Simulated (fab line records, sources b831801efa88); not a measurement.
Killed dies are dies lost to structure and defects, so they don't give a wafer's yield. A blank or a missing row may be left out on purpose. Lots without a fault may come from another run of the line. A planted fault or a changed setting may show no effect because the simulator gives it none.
fab line records | flow sky130
record lots=5 wafers=15 last_day=49
route steps=708 shown RES_XHIGH@339 SD_N@342 SALICIDE@361 LI_CONTACT@362 PAD_OPEN@708
lots that met no fault: from a run of the same line without faults
start_h: hours from the record's first day to the start of the lot's first wafer shown | wait_h: hours since the lot's step before | " the same as in the row above | L1.1+2: a row that stands for several wafers | - no value, or no start given | * or withheld: withheld | < > ~ a bound
route shown NAME@n: a module of which the file shows steps, and the number in the route of the first | usual: mean/standard deviation of fault-free wafers | same: alike in all rows | chamber/n: place in a boat | sites: the reading at each site | _std_site: their standard deviation | _edge_site: outer sites' mean less inner sites' | radius_mm: how far each site lies from the wafer's centre | mask NAME#n: copy n | behind: the tool/chamber that last shaped the wafer | hold: why the lot was held/for how many hours/how that ended | device: the transistor (n, p or np) that didn't switch | end of line: the same wafers' tests at the end of the route | a step without rows: its recipe alone | killed: dies lost to structure and defects at the first sort, not the wafer's yield | map: a wafer's dies, x killed, . not, _ none there
set.NAME: the setting as run; set.NAME@STEP: as run at that earlier step | model.NAME: the simulator's own value behind a step, which no gauge read
lots at some steps of the route; a table a step, a row a wafer
services: from which hour (start_h, from the record's first day; less than 0 if before it) a tool's chamber was out of use, for how many hours, and why
## steps
# step SKY_RES_XHIGH_IMPLANT_07
# recipe species=BF2 energy_kev=20 dose_cm2=3.6e+14 tilt_deg=0
# step SKY_RES_XHIGH_STRIP_08
# recipe chemistry=O2/N2 power_w=1400 pressure_mtorr=1500 platen_temp_c=withheld o2_flow_sccm=3000 n2_flow_sccm=300 overash_fraction=0.5
# step SKY_SD_N_DEHYDRATE_00
# recipe temp_c=200 time_s=60
# step SKY_SD_N_HMDS_01
# recipe prime_time_s=60 prime_temp_c=120
# step SKY_SD_N_COAT_02
# recipe resist=NOVOLAK spin_rpm=3000 resist_thk_nm=1140
# step SKY_SD_N_SOFTBAKE_03
# recipe temp_c=90 time_s=60 resist=NOVOLAK
# step SKY_SD_N_EXPOSE_04
# recipe mask_id=NSDM na=0.6 source_shape=conventional sigma_outer=0.6 polarization=unpolarized target_cd_nm=380 dose_mj=141
# step SKY_SD_N_PEB_05
# recipe temp_c=withheld time_s=* resist=NOVOLAK
# step SKY_SD_N_DEVELOP_06
# recipe resist=NOVOLAK developer=TMAH develop_time_s=60 dev_temp_c=23
# step SKY_SD_N_IMPLANT_09
# recipe species=As energy_kev=50 dose_cm2=4e+15 tilt_deg=0
# usual beam_on_s=20.5/2.2 end_station_pressure_torr=1.21e-05/1.5e-06
# same implant_ion_amu=75
# columns lot.wafer tool chamber start_h wait_h beam_on_s end_station_pressure_torr
L212.2 implanter-02 0 673.02 0.0 19.3 1.24e-05
L212.5 " 0 " " 20.5 1.14e-05
L212.6 " 0 " " 20.2 1.31e-05
L217.1 implanter-02 0 725.09 0.0 20.2 1.24e-05
L217.2 " 0 " " 19.7 1.28e-05
L217.5 " 0 " " 20.7 1.28e-05
L223.3 implanter-02 0 761.60 0.1 19.5 1.28e-05
L223.4 " 0 " " 20.4 1.21e-05
L223.6 " 0 " " 20.1 1.24e-05
L224.1 implanter-02 0 763.70 0.0 19.5 1.28e-05
L224.2 " 0 " " 20.3 1.22e-05
L224.3 " 0 " " 20.1 1.15e-05
L226.3 implanter-02 0 782.75 0.1 20.5 1.07e-05
L226.5 " 0 " " 19.1 1.33e-05
L226.6 " 0 " " 19.9 1.28e-05
# step SKY_SD_N_IMPLANT_10
# recipe species=P energy_kev=20 dose_cm2=1e+14 tilt_deg=0
# step SKY_SD_N_STRIP_11
# recipe chemistry=O2/N2 power_w=1400 pressure_mtorr=1500 platen_temp_c=withheld o2_flow_sccm=3000 n2_flow_sccm=300 overash_fraction=0.5
# step SKY_SD_N_CLEAN_13
# recipe chemistry=SC1/SC2 mix=1:4:20 temp_c=70 time_s=150 dry=n2_spin
# step SKY_SD_N_RTA_14
# recipe temp_c=1075 time_s=2 idle_temp_c=650 ramp_up_c_per_s=150 ramp_down_c_per_s=90 ambient=N2
# step SKY_SALICIDE_CLEAN_00
# recipe chemistry=HF-last time_s=30 dilution=100:1 dry=ipa_marangoni
# step SKY_LI_CONTACT_HDPCVD_00
# recipe material=PSG target_thk_nm=930 sigma_open_frac=0.3 time_s=155 temp_c=600 sih4_flow_sccm=60 pressure_mtorr=6
# step SKY_LI_CONTACT_CMP_02
# recipe material=PSG down_force_psi=4 platen_rpm=60 pad_velocity_m_s=0.94248
# step SKY_LI_CONTACT_DEHYDRATE_04
# recipe temp_c=200 time_s=60
# step SKY_LI_CONTACT_HMDS_05
# recipe prime_time_s=60 prime_temp_c=120
# step SKY_LI_CONTACT_COAT_06
# recipe resist=BARC temp_c=withheld time_s=withheld spin_rpm=3000 resist_thk_nm=60
# step SKY_LI_CONTACT_COAT_07
# recipe resist=KrF-thick spin_rpm=3000 resist_thk_nm=450
# step SKY_LI_CONTACT_SOFTBAKE_08
# recipe temp_c=100 time_s=90 resist=KrF-thick
# step SKY_LI_CONTACT_EXPOSE_09
# recipe mask_id=LICM1 na=0.8 source_shape=annular sigma_inner=0.55 sigma_outer=0.85 target_cd_nm=170 dose_mj=38
# step SKY_LI_CONTACT_PEB_10
# recipe peb_temp_c=withheld peb_time_s=withheld resist=KrF-thick
# step SKY_LI_CONTACT_DEVELOP_11
# recipe develop_time_s=60 resist=KrF-thick dev_temp_c=21
# step SKY_LI_CONTACT_ETCH_14
# recipe chemistry=N2/H2 target=BARC ion_energy_ev=200 source_w=500 bias_w=100 pressure_mtorr=30 n2_flow_sccm=100 h2_flow_sccm=200 stop_on=SiO2 time_s=45.9 target_depth_a=600
# step SKY_LI_CONTACT_ETCH_15
# recipe target=PSG chemistry=C4F8/O2/Ar stop_on=Si taper_deg=4.15 mask_material=KrF-thick source_w=1500 bias_w=1200 pressure_mtorr=40 c4f8_flow_sccm=withheld O2_flow_sccm=6 Ar_flow_sccm=300 time_s=withheld target_depth_a=6000
# step SKY_LI_CONTACT_STRIP_16
# recipe chemistry=O2/N2 power_w=1400 pressure_mtorr=1500 platen_temp_c=withheld o2_flow_sccm=3000 n2_flow_sccm=300 overash_fraction=0.5
# step SKY_LI_CONTACT_CLEAN_17
# recipe chemistry=NMP time_s=600 temp_c=60 dry=n2_spin
# step SKY_LI_CONTACT_PRE_CLEAN_18
# recipe gas=Ar time_s=5.6 bias_v=358
# step SKY_PAD_OPEN_PROBE_99
# usual killed_at_M0_to_M3=43/6.4 killed_at_M4_up=3.1/2 killed_at_contacts=24/5.2 killed_at_front_end=15/4.3 killed_at_other=0.2/0.48 killed_dies=85/9.7 killed_open=47/6.9 killed_short=38/6.7
# same gross_dies=492 killed_at_back_side=0
# columns lot.wafer tool chamber start_h wait_h killed_at_M0_to_M3 killed_at_M4_up killed_at_contacts killed_at_front_end killed_at_other killed_dies killed_open killed_short model.etest.nfet_16v.r_on_ohm_um model.etest.nfet_g5v0d10v5.r_on_ohm_um model.etest.nfet_01v8.r_on_ohm_um model.etest.sonos_uncharged.r_on_ohm_um model.etest.nfet_05v0_nvt.drive_ua_um model.etest.nfet_01v8_lvt.drive_ua_um model.etest.nfet_g5v0d10v5.drive_ua_um model.etest.nfet_01v8.drive_ua_um
L212.2 prober-02 - 1103.56 0.1 48 5 21 12 1 87 49 38 1.388e+04 1826 833 801.3 587.8 563.3 619.4 490.8
L212.5 prober-02 - 1103.71 0.2 47 2 22 16 0 87 50 37 1.381e+04 1834 835.2 794.4 591.9 556.5 622.7 492.1
L212.6 prober-02 - 1103.76 0.2 38 4 24 20 0 86 59 27 1.372e+04 1830 813 809.3 590.2 582.4 631.3 507.8
L217.1 prober-02 - 1139.04 0.1 37 4 20 11 0 72 41 31 1.417e+04 1819 836.5 790.7 604.7 565.2 632.4 495.8
L217.2 prober-02 - 1139.09 0.1 44 1 33 17 1 96 53 43 1.431e+04 1836 840.5 804.6 600.3 566 634.8 490.6
L217.5 prober-02 - 1139.24 0.2 44 4 32 19 0 99 58 41 1.416e+04 1829 840.6 788.2 596 562.7 626.3 490.2
L223.3 prober-02 - 1163.93 0.2 34 4 21 15 0 74 51 23 1.486e+04 2010 874.5 864.2 564.5 566.7 595.4 497.6
L223.4 prober-02 - 1163.98 0.2 43 6 24 10 0 83 43 40 1.49e+04 2048 892.3 850.4 552.5 563.7 583.2 493
L223.6 prober-02 - 1164.08 0.2 51 2 24 10 0 87 50 37 1.49e+04 2052 872.1 854.8 553.3 567.5 580.2 492.6
L224.1 prober-01 - 1165.54 0.1 39 3 25 13 0 80 48 32 1.456e+04 2048 905.8 855.3 543.9 541.8 575.2 473.2
L224.2 prober-01 - 1165.59 0.1 50 4 29 14 0 97 48 49 1.446e+04 2080 885.8 856.7 541 557.6 566.5 488.9
L224.3 prober-01 - 1165.64 0.2 49 1 17 21 1 89 43 46 1.468e+04 2057 869.3 853.5 541.9 559.1 570.3 492
L226.3 prober-01 - 1175.40 0.2 48 6 24 24 2 104 49 55 1.459e+04 2051 908.8 854.3 549.7 554 587.4 480.4
L226.5 prober-01 - 1175.50 0.2 45 4 10 12 0 71 40 31 1.457e+04 2042 898.4 857.5 551.4 550.1 589.1 473.6
L226.6 prober-01 - 1175.55 0.2 44 3 22 23 1 93 49 44 1.471e+04 2039 893 840.8 541.7 548.4 576.9 477.8
# killed by level:class
L212.2 VIA1:geometric_particle:open=15 CONTACT:geometric_particle:open=9 VIA2:geometric_particle:short=7 LI_CONTACT:geometric_particle:open=6 METAL2:geometric_particle:short=6 VIA2:geometric_particle:open=4 CONTACT:geometric_particle:short=4 VIA3:geometric_particle:open=4
L212.5 VIA1:geometric_particle:open=12 CONTACT:geometric_particle:open=9 FIELD_ISO:geometric_particle:open=7 VIA1:geometric_particle:short=7 FIELD_ISO:geometric_particle:short=6 LI_CONTACT:geometric_particle:open=6 METAL1:geometric_particle:short=6 METAL2:geometric_particle:short=5
L212.6 CONTACT:geometric_particle:open=13 FIELD_ISO:geometric_particle:open=9 VIA1:geometric_particle:open=8 VIA3:geometric_particle:open=8 LI_CONTACT:geometric_particle:open=6 METAL1:geometric_particle:short=6 FIELD_ISO:geometric_particle:short=5 METAL2:geometric_particle:short=4
L217.1 VIA1:geometric_particle:open=13 LI_CONTACT:geometric_particle:open=8 METAL4:geometric_particle:short=4 CONTACT:geometric_particle:short=4 CONTACT:geometric_particle:open=4 METAL1:geometric_particle:short=4 POLY_GATE:geometric_particle:open=3 POLY_GATE:geometric_particle:short=3
L217.2 VIA1:geometric_particle:open=19 CONTACT:geometric_particle:open=12 LI_CONTACT:geometric_particle:open=9 CONTACT:geometric_particle:short=7 FIELD_ISO:geometric_particle:open=6 VIA1:geometric_particle:short=6 METAL1:geometric_particle:short=6 FIELD_ISO:geometric_particle:short=4
L217.5 VIA1:geometric_particle:open=17 VIA2:geometric_particle:open=10 CONTACT:geometric_particle:open=8 LI_CONTACT:geometric_particle:open=7 CONTACT:geometric_particle:short=7 POLY_GATE:geometric_particle:short=6 LOCAL_INTERCONNECT:geometric_particle:short=6 FIELD_ISO:geometric_particle:short=5
L223.3 VIA1:geometric_particle:open=14 CONTACT:geometric_particle:open=11 SPACER:geometric_particle:open=5 LI_CONTACT:geometric_particle:open=4 POLY_GATE:geometric_particle:open=4 CONTACT:geometric_particle:short=4 METAL1:geometric_particle:short=4 VIA3:geometric_particle:open=4
L223.4 VIA1:geometric_particle:open=10 CONTACT:geometric_particle:open=8 LI_CONTACT:geometric_particle:open=7 VIA2:geometric_particle:open=6 METAL2:geometric_particle:short=5 CONTACT:geometric_particle:short=5 METAL1:geometric_particle:short=5 VIA3:geometric_particle:short=5
L223.6 VIA1:geometric_particle:open=13 METAL2:geometric_particle:short=8 CONTACT:geometric_particle:open=8 LI_CONTACT:geometric_particle:open=7 VIA2:geometric_particle:short=7 VIA3:geometric_particle:open=7 VIA2:geometric_particle:open=5 POLY_GATE:geometric_particle:short=4
L224.1 VIA1:geometric_particle:open=10 LI_CONTACT:geometric_particle:open=8 CONTACT:geometric_particle:open=8 METAL2:geometric_particle:short=7 POLY_GATE:geometric_particle:open=5 LOCAL_INTERCONNECT:geometric_particle:short=5 VIA3:geometric_particle:open=5 METAL1:geometric_particle:short=4
L224.2 VIA1:geometric_particle:open=11 CONTACT:geometric_particle:open=10 METAL1:geometric_particle:short=6 LI_CONTACT:geometric_particle:open=6 CONTACT:geometric_particle:short=6 VIA1:geometric_particle:short=6 METAL3:geometric_particle:short=5 VIA3:geometric_particle:open=5
L224.3 METAL1:geometric_particle:short=10 LI_CONTACT:geometric_particle:open=7 FIELD_ISO:geometric_particle:open=6 VIA2:geometric_particle:open=6 FIELD_ISO:geometric_particle:short=5 VIA1:geometric_particle:open=5 VIA3:geometric_particle:short=5 POLY_GATE:geometric_particle:open=4
L226.3 VIA1:geometric_particle:open=10 VIA2:geometric_particle:open=9 CONTACT:geometric_particle:open=8 FIELD_ISO:geometric_particle:short=6 POLY_GATE:geometric_particle:open=6 CONTACT:geometric_particle:short=6 VIA1:geometric_particle:short=6 POLY_GATE:geometric_particle:short=4
L226.5 VIA1:geometric_particle:open=16 VIA3:geometric_particle:open=5 VIA2:geometric_particle:open=5 VIA1:geometric_particle:short=5 POLY_GATE:geometric_particle:open=4 METAL1:geometric_particle:short=4 CONTACT:geometric_particle:open=4 METAL4:geometric_particle:short=4
L226.6 VIA1:geometric_particle:open=9 VIA2:geometric_particle:open=8 FIELD_ISO:geometric_particle:open=7 LI_CONTACT:geometric_particle:open=7 CONTACT:geometric_particle:open=6 METAL3:geometric_particle:short=6 FIELD_ISO:geometric_particle:short=5 LOCAL_INTERCONNECT:geometric_particle:short=5
## services
# columns tool chamber start_h hours kind
implanter-02 - 692.66 0.6 repair
implanter-02 - 703.57 5.1 repair
implanter-02 - 735.16 2.2 pm
## key
first_sign none at tools or gauges
model_effect step=SKY_PAD_OPEN_PROBE_99 value=etest.nfet_16v.r_on_ohm_um without=1.403e+04 struck=1.469e+04
met_at SKY_SD_N_IMPLANT_09
struck_wafers L223.3,L223.4,L223.6,L224.1,L224.2,L224.3,L226.3,L226.5,L226.6
tester_left_out L223,L224,L226
onset_between 725.09 761.60
also_fits time
fault kind=process_parameter_drift tool=implanter-02 chamber=- onset_h=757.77 steps=SKY_SD_N_IMPLANT_09 channel=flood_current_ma offset=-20 shape=step end_h=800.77
# tester_left_out: of these lots the tester's yield and bins aren't shown, on N5 and GAA mostly nor the transistor test; their killed dies are dies lost to structure and defects alone, not to doping, threshold or leakage, so they don't give the yield
